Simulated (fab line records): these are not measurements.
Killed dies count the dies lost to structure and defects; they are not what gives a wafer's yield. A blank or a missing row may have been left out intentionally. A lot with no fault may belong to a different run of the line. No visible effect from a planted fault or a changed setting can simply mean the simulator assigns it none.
Which tool was responsible? || flow sky130 || 24 lots with 72 wafers sampled at 6 steps, on a route of 708 steps

WHAT EACH GAUGE READ, for each wafer
SKY_CONTACT_OVL_MEAS_15.
{"lot": "L074", "measured": "day 32 05:25", "on": "overlay-01", "CONTACT_OVL (nm)": "12 11 3"}
{"lot": "L075", "measured": "day 32 06:06", "on": "overlay-02", "CONTACT_OVL (nm)": "1 -2 10"}
{"lot": "L076", "measured": "day 32 10:40", "on": "overlay-02", "CONTACT_OVL (nm)": "3 6 -2"}
{"lot": "L078", "measured": "day 33 07:04", "on": "overlay-01", "CONTACT_OVL (nm)": "8 3 2"}
{"lot": "L077", "measured": "day 33 08:49", "on": "overlay-02", "CONTACT_OVL (nm)": "10 11 7"}
{"lot": "L080", "measured": "day 33 15:52", "on": "overlay-01", "CONTACT_OVL (nm)": "3 2 2"}
{"lot": "L079", "measured": "day 33 17:38", "on": "overlay-02", "CONTACT_OVL (nm)": "-4 2 3"}
{"lot": "L081", "measured": "day 34 01:22", "on": "overlay-01", "CONTACT_OVL (nm)": "13 13 11"}
{"lot": "L082", "measured": "day 34 02:49", "on": "overlay-01", "CONTACT_OVL (nm)": "-1 0 -3"}
{"lot": "L083", "measured": "day 34 15:47", "on": "overlay-01", "CONTACT_OVL (nm)": "7 4 1"}
{"lot": "L084", "measured": "day 34 19:26", "on": "overlay-02", "CONTACT_OVL (nm)": "7 4 3"}
{"lot": "L085", "measured": "day 35 05:34", "on": "overlay-01", "CONTACT_OVL (nm)": "7 3 10"}
{"lot": "L087", "measured": "day 35 13:03", "on": "overlay-02", "CONTACT_OVL (nm)": "5 7 1"}
{"lot": "L086", "measured": "day 35 13:43", "on": "overlay-02", "CONTACT_OVL (nm)": "1 7 7"}
{"lot": "L088", "measured": "day 35 16:01", "on": "overlay-02", "CONTACT_OVL (nm)": "7 4 10"}
{"lot": "L089", "measured": "day 35 20:58", "on": "overlay-01", "CONTACT_OVL (nm)": "3 -4 4"}
{"lot": "L090", "measured": "day 36 09:10", "on": "overlay-02", "CONTACT_OVL (nm)": "2 12 6"}
{"lot": "L091", "measured": "day 37 07:22", "on": "overlay-02", "CONTACT_OVL (nm)": "4 9 5"}
{"lot": "L092", "measured": "day 37 09:04", "on": "overlay-01", "CONTACT_OVL (nm)": "6 4 5"}
{"lot": "L093", "measured": "day 37 17:23", "on": "overlay-01", "CONTACT_OVL (nm)": "0 6 4"}
{"lot": "L094", "measured": "day 37 18:10", "on": "overlay-01", "CONTACT_OVL (nm)": "0 0 -8"}
{"lot": "L095", "measured": "day 38 10:37", "on": "overlay-02", "CONTACT_OVL (nm)": "9 5 6"}
{"lot": "L096", "measured": "day 38 12:13", "on": "overlay-02", "CONTACT_OVL (nm)": "-1 6 -9"}
{"lot": "L097", "measured": "day 38 14:13", "on": "overlay-02", "CONTACT_OVL (nm)": "15 17 16"}

SKY_VIA1_CD_MEAS_12: the cd target is 150 nm.
{"lot": "L074", "measured": "day 34 14:33", "on": "cd_sem-01", "cd_nm (nm)": "149.2 149.4 149.7"}
{"lot": "L075", "measured": "day 34 14:42", "on": "cd_sem-01", "cd_nm (nm)": "149.4 148.7 150.8"}
{"lot": "L076", "measured": "day 34 17:43", "on": "cd_sem-01", "cd_nm (nm)": "150.5 151.7 151.3"}
{"lot": "L078", "measured": "day 35 14:30", "on": "cd_sem-02", "cd_nm (nm)": "151.1 151.5 149.5"}
{"lot": "L077", "measured": "day 35 15:57", "on": "cd_sem-01", "cd_nm (nm)": "149.3 148.1 149.2"}
{"lot": "L080", "measured": "day 36 00:02", "on": "cd_sem-02", "cd_nm (nm)": "150.3 149.3 149.2"}
{"lot": "L079", "measured": "day 36 01:30", "on": "cd_sem-01", "cd_nm (nm)": "145.6 146.8 145.1"}
{"lot": "L081", "measured": "day 36 08:18", "on": "cd_sem-02", "cd_nm (nm)": "149.0 148.6 148.7"}
{"lot": "L082", "measured": "day 36 11:07", "on": "cd_sem-02", "cd_nm (nm)": "149.8 150.3 148.3"}
{"lot": "L083", "measured": "day 36 23:35", "on": "cd_sem-01", "cd_nm (nm)": "149.4 149.7 149.2"}
{"lot": "L084", "measured": "day 37 01:58", "on": "cd_sem-01", "cd_nm (nm)": "150.6 149.0 148.9"}
{"lot": "L085", "measured": "day 37 11:50", "on": "cd_sem-02", "cd_nm (nm)": "148.0 148.5 148.1"}
{"lot": "L087", "measured": "day 37 19:02", "on": "cd_sem-02", "cd_nm (nm)": "148.2 150.6 148.8"}
{"lot": "L086", "measured": "day 37 20:35", "on": "cd_sem-02", "cd_nm (nm)": "147.2 147.7 147.9"}
{"lot": "L088", "measured": "day 37 23:08", "on": "cd_sem-01", "cd_nm (nm)": "148.7 148.1 148.8"}
{"lot": "L089", "measured": "day 38 04:23", "on": "cd_sem-02", "cd_nm (nm)": "150.3 147.7 148.1"}
{"lot": "L090", "measured": "day 38 16:11", "on": "cd_sem-01", "cd_nm (nm)": "151.3 151.2 150.5"}
{"lot": "L091", "measured": "day 39 13:06", "on": "cd_sem-01", "cd_nm (nm)": "147.0 146.8 148.6"}
{"lot": "L092", "measured": "day 39 14:29", "on": "cd_sem-01", "cd_nm (nm)": "148.3 148.5 149.0"}
{"lot": "L093", "measured": "day 39 22:23", "on": "cd_sem-01", "cd_nm (nm)": "146.8 148.5 147.3"}
{"lot": "L094", "measured": "day 40 00:11", "on": "cd_sem-02", "cd_nm (nm)": "149.5 148.5 149.0"}
{"lot": "L095", "measured": "day 40 14:09", "on": "cd_sem-02", "cd_nm (nm)": "147.2 149.2 148.4"}
{"lot": "L096", "measured": "day 40 17:01", "on": "cd_sem-02", "cd_nm (nm)": "150.6 149.9 151.7"}
{"lot": "L097", "measured": "day 40 17:42", "on": "cd_sem-02", "cd_nm (nm)": "150.6 151.5 151.3"}

SKY_VIA4_RS_MEAS_19: measures by four-point-probe.
{"lot": "L074", "measured": "day 43 07:15", "on": "film_metro-04", "VIA4_W_RS (ohm/sq)": "0.226 0.222 0.222"}
{"lot": "L075", "measured": "day 43 09:19", "on": "film_metro-04", "VIA4_W_RS (ohm/sq)": "0.231 0.221 0.232"}
{"lot": "L076", "measured": "day 43 09:33", "on": "film_metro-02", "VIA4_W_RS (ohm/sq)": "0.225 0.227 0.229"}
{"lot": "L078", "measured": "day 44 05:56", "on": "film_metro-04", "VIA4_W_RS (ohm/sq)": "0.219 0.226 0.217"}
{"lot": "L077", "measured": "day 44 06:15", "on": "film_metro-03", "VIA4_W_RS (ohm/sq)": "0.216 0.225 0.226"}
{"lot": "L080", "measured": "day 44 13:38", "on": "film_metro-02", "VIA4_W_RS (ohm/sq)": "0.224 0.222 0.224"}
{"lot": "L079", "measured": "day 44 15:05", "on": "film_metro-04", "VIA4_W_RS (ohm/sq)": "0.220 0.219 0.227"}
{"lot": "L081", "measured": "day 44 21:34", "on": "film_metro-04", "VIA4_W_RS (ohm/sq)": "0.227 0.226 0.226"}
{"lot": "L082", "measured": "day 45 00:49", "on": "film_metro-04", "VIA4_W_RS (ohm/sq)": "0.221 0.227 0.221"}
{"lot": "L083", "measured": "day 45 08:35", "on": "film_metro-02", "VIA4_W_RS (ohm/sq)": "0.228 0.231 0.228"}
{"lot": "L084", "measured": "day 45 12:23", "on": "film_metro-04", "VIA4_W_RS (ohm/sq)": "0.220 0.229 0.225"}
{"lot": "L085", "measured": "day 45 18:32", "on": "film_metro-04", "VIA4_W_RS (ohm/sq)": "0.232 0.222 0.223"}
{"lot": "L087", "measured": "day 46 01:43", "on": "film_metro-04", "VIA4_W_RS (ohm/sq)": "0.227 0.229 0.230"}
{"lot": "L086", "measured": "day 46 04:19", "on": "film_metro-02", "VIA4_W_RS (ohm/sq)": "0.223 0.224 0.231"}
{"lot": "L088", "measured": "day 46 04:34", "on": "film_metro-04", "VIA4_W_RS (ohm/sq)": "0.223 0.222 0.231"}
{"lot": "L089", "measured": "day 46 09:05", "on": "film_metro-04", "VIA4_W_RS (ohm/sq)": "0.230 0.229 0.231"}
{"lot": "L090", "measured": "day 46 18:32", "on": "film_metro-04", "VIA4_W_RS (ohm/sq)": "0.221 0.223 0.232"}
{"lot": "L091", "measured": "day 47 16:47", "on": "film_metro-02", "VIA4_W_RS (ohm/sq)": "0.232 0.227 0.231"}
{"lot": "L092", "measured": "day 47 17:57", "on": "film_metro-02", "VIA4_W_RS (ohm/sq)": "0.225 0.230 0.230"}
{"lot": "L093", "measured": "day 47 20:49", "on": "film_metro-03", "VIA4_W_RS (ohm/sq)": "0.223 0.225 0.229"}
{"lot": "L094", "measured": "day 47 21:04", "on": "film_metro-03", "VIA4_W_RS (ohm/sq)": "0.231 0.228 0.229"}
{"lot": "L095", "measured": "day 48 08:26", "on": "film_metro-02", "VIA4_W_RS (ohm/sq)": "0.226 0.223 0.227"}
{"lot": "L096", "measured": "day 48 10:09", "on": "film_metro-03", "VIA4_W_RS (ohm/sq)": "0.231 0.226 0.226"}
{"lot": "L097", "measured": "day 48 10:26", "on": "film_metro-03", "VIA4_W_RS (ohm/sq)": "0.224 0.222 0.227"}

WHICH TOOL RAN EACH LOT (tool, then ch and the chambers of the sampled wafers, then the start)
{"lot": "L074", "SKY_LI_CONTACT_ETCH_14": "rie_diel-01 ch 1,2, day 29 18:56", "SKY_VIA2_ETCH_15": "rie_diel-04 ch 0,2,3, day 36 21:29", "SKY_METAL3_SPUTTER_01": "pvd_sputter-04, day 36 22:50"}
{"lot": "L075", "SKY_LI_CONTACT_ETCH_14": "rie_diel-02 ch 0,1,3, day 29 19:41", "SKY_VIA2_ETCH_15": "rie_diel-03 ch 2,3, day 36 22:24", "SKY_METAL3_SPUTTER_01": "pvd_sputter-03, day 36 23:50"}
{"lot": "L076", "SKY_LI_CONTACT_ETCH_14": "rie_diel-01 ch 1,2,3, day 30 01:53", "SKY_VIA2_ETCH_15": "rie_diel-01 ch 0,2, day 37 00:09", "SKY_METAL3_SPUTTER_01": "pvd_sputter-03, day 37 01:30"}
{"lot": "L078", "SKY_LI_CONTACT_ETCH_14": "rie_diel-02 ch 1,2,3, day 30 22:12", "SKY_VIA2_ETCH_15": "rie_diel-01 ch 1,2, day 37 22:00", "SKY_METAL3_SPUTTER_01": "pvd_sputter-01, day 37 23:21"}
{"lot": "L077", "SKY_LI_CONTACT_ETCH_14": "rie_diel-02 ch 1,3, day 30 23:20", "SKY_VIA2_ETCH_15": "rie_diel-03 ch 0,1,3, day 37 22:54", "SKY_METAL3_SPUTTER_01": "pvd_sputter-04, day 38 00:15"}
{"lot": "L080", "SKY_LI_CONTACT_ETCH_14": "rie_diel-04 ch 2,3, day 31 08:00", "SKY_VIA2_ETCH_15": "rie_diel-03 ch 1,3, day 38 06:45", "SKY_METAL3_SPUTTER_01": "pvd_sputter-01, day 38 08:06"}
{"lot": "L079", "SKY_LI_CONTACT_ETCH_14": "rie_diel-01 ch 0,1, day 31 09:09", "SKY_VIA2_ETCH_15": "rie_diel-01 ch 0,1, day 38 08:00", "SKY_METAL3_SPUTTER_01": "pvd_sputter-03, day 38 09:21"}
{"lot": "L081", "SKY_LI_CONTACT_ETCH_14": "rie_diel-02 ch 0,1,3, day 31 18:14", "SKY_VIA2_ETCH_15": "rie_diel-04 ch 1,2,3, day 38 14:59", "SKY_METAL3_SPUTTER_01": "pvd_sputter-01, day 38 16:20"}
{"lot": "L082", "SKY_LI_CONTACT_ETCH_14": "rie_diel-02 ch 0,1,3, day 31 20:02", "SKY_VIA2_ETCH_15": "rie_diel-03 ch 0,1,3, day 38 18:20", "SKY_METAL3_SPUTTER_01": "pvd_sputter-04, day 38 19:41"}
{"lot": "L083", "SKY_LI_CONTACT_ETCH_14": "rie_diel-02 ch 1,2,3, day 32 07:14", "SKY_VIA2_ETCH_15": "rie_diel-03 ch 0,2,3, day 39 05:03", "SKY_METAL3_SPUTTER_01": "pvd_sputter-04, day 39 06:24"}
{"lot": "L084", "SKY_LI_CONTACT_ETCH_14": "rie_diel-04 ch 1,2,3, day 32 12:00", "SKY_VIA2_ETCH_15": "rie_diel-01 ch 0,1,3, day 39 07:56", "SKY_METAL3_SPUTTER_01": "pvd_sputter-04, day 39 09:23"}
{"lot": "L085", "SKY_LI_CONTACT_ETCH_14": "rie_diel-02 ch 0,2, day 32 21:00", "SKY_VIA2_ETCH_15": "rie_diel-04 ch 0,1,3, day 39 17:09", "SKY_METAL3_SPUTTER_01": "pvd_sputter-01, day 39 18:30"}
{"lot": "L087", "SKY_LI_CONTACT_ETCH_14": "rie_diel-02 ch 0,2,3, day 33 05:29", "SKY_VIA2_ETCH_15": "rie_diel-03 ch 1,2,3, day 40 00:47", "SKY_METAL3_SPUTTER_01": "pvd_sputter-03, day 40 02:08"}
{"lot": "L086", "SKY_LI_CONTACT_ETCH_14": "rie_diel-01 ch 0,1,3, day 33 05:53", "SKY_VIA2_ETCH_15": "rie_diel-04 ch 0,1,3, day 40 02:39", "SKY_METAL3_SPUTTER_01": "pvd_sputter-03, day 40 04:00"}
{"lot": "L088", "SKY_LI_CONTACT_ETCH_14": "rie_diel-04 ch 0,1,2, day 33 09:29", "SKY_VIA2_ETCH_15": "rie_diel-04 ch 1,2,3, day 40 03:47", "SKY_METAL3_SPUTTER_01": "pvd_sputter-03, day 40 05:08"}
{"lot": "L089", "SKY_LI_CONTACT_ETCH_14": "rie_diel-02 ch 0,2,3, day 33 13:59", "SKY_VIA2_ETCH_15": "rie_diel-04 ch 0,2,3, day 40 09:30", "SKY_METAL3_SPUTTER_01": "pvd_sputter-03, day 40 10:51"}
{"lot": "L090", "SKY_LI_CONTACT_ETCH_14": "rie_diel-04 ch 0,1,2, day 34 01:50", "SKY_VIA2_ETCH_15": "rie_diel-01 ch 0,2, day 40 20:26", "SKY_METAL3_SPUTTER_01": "pvd_sputter-01, day 40 21:55"}
{"lot": "L091", "SKY_LI_CONTACT_ETCH_14": "rie_diel-04 ch 1,3, day 35 01:23", "SKY_VIA2_ETCH_15": "rie_diel-03 ch 1,2,3, day 41 17:14", "SKY_METAL3_SPUTTER_01": "pvd_sputter-01, day 41 18:50"}
{"lot": "L092", "SKY_LI_CONTACT_ETCH_14": "rie_diel-01 ch 1,2,3, day 35 03:15", "SKY_VIA2_ETCH_15": "rie_diel-03 ch 1,2,3, day 41 18:45", "SKY_METAL3_SPUTTER_01": "pvd_sputter-03, day 41 20:11"}
{"lot": "L093", "SKY_LI_CONTACT_ETCH_14": "rie_diel-04 ch 1,2,3, day 35 10:11", "SKY_VIA2_ETCH_15": "rie_diel-01 ch 0,2, day 42 01:35", "SKY_METAL3_SPUTTER_01": "pvd_sputter-01, day 42 03:06"}
{"lot": "L094", "SKY_LI_CONTACT_ETCH_14": "rie_diel-01 ch 1,2, day 35 10:15", "SKY_VIA2_ETCH_15": "rie_diel-03 ch 1,2, day 42 03:06", "SKY_METAL3_SPUTTER_01": "pvd_sputter-03, day 42 04:53"}
{"lot": "L095", "SKY_LI_CONTACT_ETCH_14": "rie_diel-02 ch 0,2,3, day 36 03:18", "SKY_VIA2_ETCH_15": "rie_diel-01 ch 0,1,3, day 42 16:45", "SKY_METAL3_SPUTTER_01": "pvd_sputter-04, day 42 18:09"}
{"lot": "L096", "SKY_LI_CONTACT_ETCH_14": "rie_diel-04 ch 0,1,2, day 36 06:08", "SKY_VIA2_ETCH_15": "rie_diel-03 ch 0,1, day 42 21:45", "SKY_METAL3_SPUTTER_01": "pvd_sputter-03, day 42 23:20"}
{"lot": "L097", "SKY_LI_CONTACT_ETCH_14": "rie_diel-04 ch 0,1, day 36 07:53", "SKY_VIA2_ETCH_15": "rie_diel-01 ch 0,2,3, day 42 22:06", "SKY_METAL3_SPUTTER_01": "pvd_sputter-04, day 42 23:56"}
- SKY_LI_CONTACT_ETCH_14: etches BARC in N2/H2, stops on SiO2, time 45.9 s, target depth 60 nm.
- SKY_VIA2_ETCH_15: etches SiO2 in C4F8/O2/Ar, stops on TiN, target depth 546 nm, time 84 s.
- SKY_METAL3_SPUTTER_01: material TiN, target thk 20 nm, time 16.7 s.

WHAT THE TOOLS THEMSELVES READ (means of the sampled wafers that have a number; where no wafer has one, the mark that the record gives instead)
SKY_LI_CONTACT_ETCH_14.
{"lot": "L074", "tool": "rie_diel-01", "drypump_motor_current_A (A)": 5.5, "oes_product_au (a.u.)": 0.855, "throttle_valve_pct (%)": 13.224}
{"lot": "L075", "tool": "rie_diel-02", "drypump_motor_current_A (A)": 6.1, "oes_product_au (a.u.)": 0.855, "throttle_valve_pct (%)": 13.212}
{"lot": "L076", "tool": "rie_diel-01", "drypump_motor_current_A (A)": 5.6, "oes_product_au (a.u.)": 0.859, "throttle_valve_pct (%)": 13.216}
{"lot": "L078", "tool": "rie_diel-02", "drypump_motor_current_A (A)": 6.2, "oes_product_au (a.u.)": 0.850, "throttle_valve_pct (%)": 13.227}
{"lot": "L077", "tool": "rie_diel-02", "drypump_motor_current_A (A)": 6.2, "oes_product_au (a.u.)": 0.854, "throttle_valve_pct (%)": 13.229}
{"lot": "L080", "tool": "rie_diel-04", "drypump_motor_current_A (A)": 5.6, "oes_product_au (a.u.)": 0.854, "throttle_valve_pct (%)": 13.231}
{"lot": "L079", "tool": "rie_diel-01", "drypump_motor_current_A (A)": 5.4, "oes_product_au (a.u.)": 0.852, "throttle_valve_pct (%)": 13.228}
{"lot": "L081", "tool": "rie_diel-02", "drypump_motor_current_A (A)": 6.1, "oes_product_au (a.u.)": 0.857, "throttle_valve_pct (%)": 13.236}
{"lot": "L082", "tool": "rie_diel-02", "drypump_motor_current_A (A)": 6.1, "oes_product_au (a.u.)": 0.857, "throttle_valve_pct (%)": 13.219}
{"lot": "L083", "tool": "rie_diel-02", "drypump_motor_current_A (A)": 6.2, "oes_product_au (a.u.)": 0.858, "throttle_valve_pct (%)": 13.224}
{"lot": "L084", "tool": "rie_diel-04", "drypump_motor_current_A (A)": 5.6, "oes_product_au (a.u.)": 0.858, "throttle_valve_pct (%)": 13.230}
{"lot": "L085", "tool": "rie_diel-02", "drypump_motor_current_A (A)": 6.0, "oes_product_au (a.u.)": 0.853, "throttle_valve_pct (%)": 13.227}
{"lot": "L087", "tool": "rie_diel-02", "drypump_motor_current_A (A)": 6.1, "oes_product_au (a.u.)": 0.858, "throttle_valve_pct (%)": 13.219}
{"lot": "L086", "tool": "rie_diel-01", "drypump_motor_current_A (A)": 5.4, "oes_product_au (a.u.)": 0.854, "throttle_valve_pct (%)": 13.222}
{"lot": "L088", "tool": "rie_diel-04", "drypump_motor_current_A (A)": 5.9, "oes_product_au (a.u.)": 0.853, "throttle_valve_pct (%)": 13.223}
{"lot": "L089", "tool": "rie_diel-02", "drypump_motor_current_A (A)": 6.1, "oes_product_au (a.u.)": 0.853, "throttle_valve_pct (%)": 13.222}
{"lot": "L090", "tool": "rie_diel-04", "drypump_motor_current_A (A)": 5.8, "oes_product_au (a.u.)": 0.858, "throttle_valve_pct (%)": 13.225}
{"lot": "L091", "tool": "rie_diel-04", "drypump_motor_current_A (A)": 5.4, "oes_product_au (a.u.)": 0.855, "throttle_valve_pct (%)": 13.219}
{"lot": "L092", "tool": "rie_diel-01", "drypump_motor_current_A (A)": 5.6, "oes_product_au (a.u.)": 0.854, "throttle_valve_pct (%)": 13.232}
{"lot": "L093", "tool": "rie_diel-04", "drypump_motor_current_A (A)": 5.7, "oes_product_au (a.u.)": 0.854, "throttle_valve_pct (%)": 13.231}
{"lot": "L094", "tool": "rie_diel-01", "drypump_motor_current_A (A)": 5.5, "oes_product_au (a.u.)": 0.850, "throttle_valve_pct (%)": 13.226}
{"lot": "L095", "tool": "rie_diel-02", "drypump_motor_current_A (A)": 6.1, "oes_product_au (a.u.)": 0.857, "throttle_valve_pct (%)": 13.225}
{"lot": "L096", "tool": "rie_diel-04", "drypump_motor_current_A (A)": 5.8, "oes_product_au (a.u.)": 0.853, "throttle_valve_pct (%)": 13.224}
{"lot": "L097", "tool": "rie_diel-04", "drypump_motor_current_A (A)": 5.6, "oes_product_au (a.u.)": 0.861, "throttle_valve_pct (%)": 13.224}

SKY_VIA2_ETCH_15.
{"lot": "L074", "tool": "rie_diel-04", "oes_product_au (a.u.)": 0.942}
{"lot": "L075", "tool": "rie_diel-03", "oes_product_au (a.u.)": 0.940}
{"lot": "L076", "tool": "rie_diel-01", "oes_product_au (a.u.)": 0.939}
{"lot": "L078", "tool": "rie_diel-01", "oes_product_au (a.u.)": 0.933}
{"lot": "L077", "tool": "rie_diel-03", "oes_product_au (a.u.)": 0.938}
{"lot": "L080", "tool": "rie_diel-03", "oes_product_au (a.u.)": 0.938}
{"lot": "L079", "tool": "rie_diel-01", "oes_product_au (a.u.)": 0.938}
{"lot": "L081", "tool": "rie_diel-04", "oes_product_au (a.u.)": 0.941}
{"lot": "L082", "tool": "rie_diel-03", "oes_product_au (a.u.)": 0.940}
{"lot": "L083", "tool": "rie_diel-03", "oes_product_au (a.u.)": 0.940}
{"lot": "L084", "tool": "rie_diel-01", "oes_product_au (a.u.)": 0.938}
{"lot": "L085", "tool": "rie_diel-04", "oes_product_au (a.u.)": 0.941}
{"lot": "L087", "tool": "rie_diel-03", "oes_product_au (a.u.)": 0.940}
{"lot": "L086", "tool": "rie_diel-04", "oes_product_au (a.u.)": 0.944}
{"lot": "L088", "tool": "rie_diel-04", "oes_product_au (a.u.)": 0.940}
{"lot": "L089", "tool": "rie_diel-04", "oes_product_au (a.u.)": 0.940}
{"lot": "L090", "tool": "rie_diel-01", "oes_product_au (a.u.)": 0.944}
{"lot": "L091", "tool": "rie_diel-03", "oes_product_au (a.u.)": 0.932}
{"lot": "L092", "tool": "rie_diel-03", "oes_product_au (a.u.)": 0.941}
{"lot": "L093", "tool": "rie_diel-01", "oes_product_au (a.u.)": 0.945}
{"lot": "L094", "tool": "rie_diel-03", "oes_product_au (a.u.)": 0.941}
{"lot": "L095", "tool": "rie_diel-01", "oes_product_au (a.u.)": 0.940}
{"lot": "L096", "tool": "rie_diel-03", "oes_product_au (a.u.)": 0.936}
{"lot": "L097", "tool": "rie_diel-01", "oes_product_au (a.u.)": 0.941}

SKY_METAL3_SPUTTER_01.
{"lot": "L074", "tool": "pvd_sputter-04", "throttle_valve_pct (%)": 29.8}
{"lot": "L075", "tool": "pvd_sputter-03", "throttle_valve_pct (%)": 28.8}
{"lot": "L076", "tool": "pvd_sputter-03", "throttle_valve_pct (%)": 29.4}
{"lot": "L078", "tool": "pvd_sputter-01", "throttle_valve_pct (%)": 30.3}
{"lot": "L077", "tool": "pvd_sputter-04", "throttle_valve_pct (%)": 30.8}
{"lot": "L080", "tool": "pvd_sputter-01", "throttle_valve_pct (%)": 30.7}
{"lot": "L079", "tool": "pvd_sputter-03", "throttle_valve_pct (%)": 29.4}
{"lot": "L081", "tool": "pvd_sputter-01", "throttle_valve_pct (%)": 30.7}
{"lot": "L082", "tool": "pvd_sputter-04", "throttle_valve_pct (%)": 28.9}
{"lot": "L083", "tool": "pvd_sputter-04", "throttle_valve_pct (%)": 29.7}
{"lot": "L084", "tool": "pvd_sputter-04", "throttle_valve_pct (%)": 29.0}
{"lot": "L085", "tool": "pvd_sputter-01", "throttle_valve_pct (%)": 30.3}
{"lot": "L087", "tool": "pvd_sputter-03", "throttle_valve_pct (%)": 28.6}
{"lot": "L086", "tool": "pvd_sputter-03", "throttle_valve_pct (%)": 29.2}
{"lot": "L088", "tool": "pvd_sputter-03", "throttle_valve_pct (%)": 29.0}
{"lot": "L089", "tool": "pvd_sputter-03", "throttle_valve_pct (%)": 29.9}
{"lot": "L090", "tool": "pvd_sputter-01", "throttle_valve_pct (%)": 30.2}
{"lot": "L091", "tool": "pvd_sputter-01", "throttle_valve_pct (%)": 30.6}
{"lot": "L092", "tool": "pvd_sputter-03", "throttle_valve_pct (%)": 28.5}
{"lot": "L093", "tool": "pvd_sputter-01", "throttle_valve_pct (%)": 30.5}
{"lot": "L094", "tool": "pvd_sputter-03", "throttle_valve_pct (%)": 28.2}
{"lot": "L095", "tool": "pvd_sputter-04", "throttle_valve_pct (%)": 30.5}
{"lot": "L096", "tool": "pvd_sputter-03", "throttle_valve_pct (%)": 29.3}
{"lot": "L097", "tool": "pvd_sputter-04", "throttle_valve_pct (%)": 28.7}

THE ANSWER, worked out from the rows above alone
Rule: usual is defined by the lots themselves. The widest of any qualifying gaps counts: lots, ordered by their means at a reading, are off when they make up no more than a third of the lots, leave a main group of 4 or more, and stand apart from it by 3 or more times the standard deviation of that group's means. The tables above print the reading to a certain number of digits; a main group whose means all agree to those digits is not used. Also off: a lot with no number at a reading for which 4 or more lots have one. The other lots that the step has rows for count as sound. After the gauges, taken in route order, come the tools' own readings; for these a lot's mean is taken, as printed above. The first step at which some lot is off is used, and at that step the reading that is off furthest; a lot without a number counts as furthest.
Across all readings shown, no lot is off: no conclusion can be drawn from this.

WHAT THE SIMULATOR HAD INSERTED
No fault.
